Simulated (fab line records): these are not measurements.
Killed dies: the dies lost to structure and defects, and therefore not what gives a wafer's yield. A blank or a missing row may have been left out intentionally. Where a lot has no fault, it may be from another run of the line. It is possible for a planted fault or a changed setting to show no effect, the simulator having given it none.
A single fault, viewed from 2 desks ; flow sky130 ; numbers are kept per desk, each desk with only its own; the story behind them comes last

## FROM THE METROLOGY DESK
Lot by lot, what the gauges showed, no matter which tool ran the lot: averages of those sampled wafers that carry a number. The brackets show how far a lot's mean lies from the usual mean; more than 4 standard deviations puts the lot out of limits, marked OUT.
Columns: A = PWDE_RS at SKY_NWELL_RS_MEAS_31, usual 5278 ohm/sq; B = VT_ADJUST_LVTN_OVL at SKY_VT_ADJUST_LVTN_OVL_MEAS_07, usual -0.2 nm; C = VT_ADJUST_NCORE_OVL at SKY_VT_ADJUST_NCORE_OVL_MEAS_08, usual 0.7 nm
lot;first seen here;A;B;C
L609;day 5 13:08;5273;-1.1;1.3
L611;day 5 19:56;5285;0.4;1.0
L612;day 6 08:44;5278;-0.4;-0.6
L616;day 7 03:40;5272;-0.5;-0.3
L617;day 7 08:13;5267;-3.1;1.3
L618;day 7 15:47;5271;-0.3;-0.6
L619;day 7 23:19;5312;0.4;1.1
L620;day 8 04:25;5294;178.1 (+99 or more) OUT;-2.0
L622;day 8 16:08;5263;179.9 (+99 or more) OUT;2.4
L624;day 9 04:44;5294;177.9 (+99 or more) OUT;1.3
L628;day 10 05:41;5287;177.8 (+99 or more) OUT;2.1
L629;day 10 14:16;5256;0.9;1.9
This desk's finding: out of limits on L620, L622, L624, L628; first on L620, day 9 23:19 (VT_ADJUST_LVTN_OVL at SKY_VT_ADJUST_LVTN_OVL_MEAS_07). L609, L611, L612, L616, L617, L618, L619, L629: within limits.

## FOR THE TOOL OWNER'S DESK: iline stepper-02
The tool's own readings at SKY_VT_ADJUST_LVTN_EXPOSE_04 (exposes mask NWM COMPLEMENT LESS NATIVE, target cd 840 nm): means of the sampled wafers that have a number, for each lot that ran on this tool. The brackets show how far a lot's mean lies from the usual mean; more than 4 standard deviations puts the lot out of limits, marked OUT.
Columns: A = exposure dose mJ cm2 at SKY_VT_ADJUST_LVTN_EXPOSE_04, usual 193.99
lot;first seen here;A
L609;day 6 18:05;194.04
L612;day 7 15:26;193.71
L616;day 8 10:56;194.16
L617;day 8 14:23;194.04
L618;day 8 22:29;193.84
L620;day 9 12:17;193.70
L622;day 10 01:26;193.89
L624;day 10 14:59;193.94
L628;day 11 17:35;194.03
This desk's verdict: no lot among the 9 shows anything out of limits.

## BROUGHT TOGETHER
At day 9 23:19 the metrology desk could have sounded an alarm, on L620, L622, L624, L628.
Nothing out of limits was seen by the tool owner's desk.
Tool owner's desk: L620, L622, L624, L628 on record, inside its limits.
All the named lots went through SKY_VT_ADJUST_LVTN_EXPOSE_04 on iline stepper-02.

## WHAT THE SIMULATOR HAD INSERTED
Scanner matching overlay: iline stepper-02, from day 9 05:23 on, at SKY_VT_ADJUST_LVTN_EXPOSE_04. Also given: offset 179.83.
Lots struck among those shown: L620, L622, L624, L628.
Per desk, hours elapsed from the start of the fault to the first reading out of limits: for the metrology desk, 18.
